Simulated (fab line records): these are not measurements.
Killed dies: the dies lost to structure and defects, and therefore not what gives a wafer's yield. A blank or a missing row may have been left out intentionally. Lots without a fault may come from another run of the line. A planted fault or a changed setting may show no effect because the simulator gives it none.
Matching of chambers    flow gf180mcu    GF_STI_ETCH_14 on rie_si-02 has 4 sister chambers
The step etches Si in HBr/Cl2/O2, target depth 360 nm, time 102.9 s. 8 wafers are shown with their chamber, then 7 later ones without.

WAFERS PAIRED WITH THEIR CHAMBERS
wafer   chamber  chamber_pressure_mTorr (mTorr)  oes_product_au (a.u.)
L438.5  1        14.983                          0.985
L444.1  3        14.995                          1.007
L444.4  2        14.988                          1.014
L450.1  2        14.985                          1.008
L450.2  0        14.997                          0.995
L450.3  3        15.002                          1.004
L453.1  1        14.990                          0.996
L453.5  0        15.002                          0.993

WAFERS WITH NO CHAMBER GIVEN
wafer   chamber_pressure_mTorr (mTorr)  oes_product_au (a.u.)
L453.6  14.993                          0.987
L455.3  14.981                          1.009
L455.4  14.993                          0.999
L455.6  14.994                          1.007
L456.2  14.986                          1.001
L456.3  14.957                          0.997
L456.6  14.996                          1.002

WHICH CHAMBER EACH ONE RAN IN
wafer    from the rows above                 in truth
L453.6   can't be placed: 1 or 0             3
L455.3   2                                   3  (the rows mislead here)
L455.4   can't be placed: 0 or 3 or 1 or 2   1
L455.6   can't be placed: 3 or 2 or 0        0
L456.2   can't be placed: 2 or 1 or 3 or 0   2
L456.3   can't be placed: 1 or 2             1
L456.6   can't be placed: 3 or 0             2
Placed correctly: 0 of 7. Unplaceable from these rows: 6, with the true chamber sitting among the candidates in 4. Wrongly placed: 1.
How it was worked out, from the rows above alone: a wafer's distance from a chamber is the root of the sum, over the readings, of the square of ((its reading less the chamber's mean) divided by the reading's scatter). If the next closest chamber is less than 2 further off than the closest, the wafer can't be placed; otherwise it belongs to the closest. The mean given for a chamber averages the wafers shown for that chamber. The scatter: take each reading less its chamber's mean, square it, sum over the shown wafers, divide by the number of wafers less the number of chambers, and take the root.
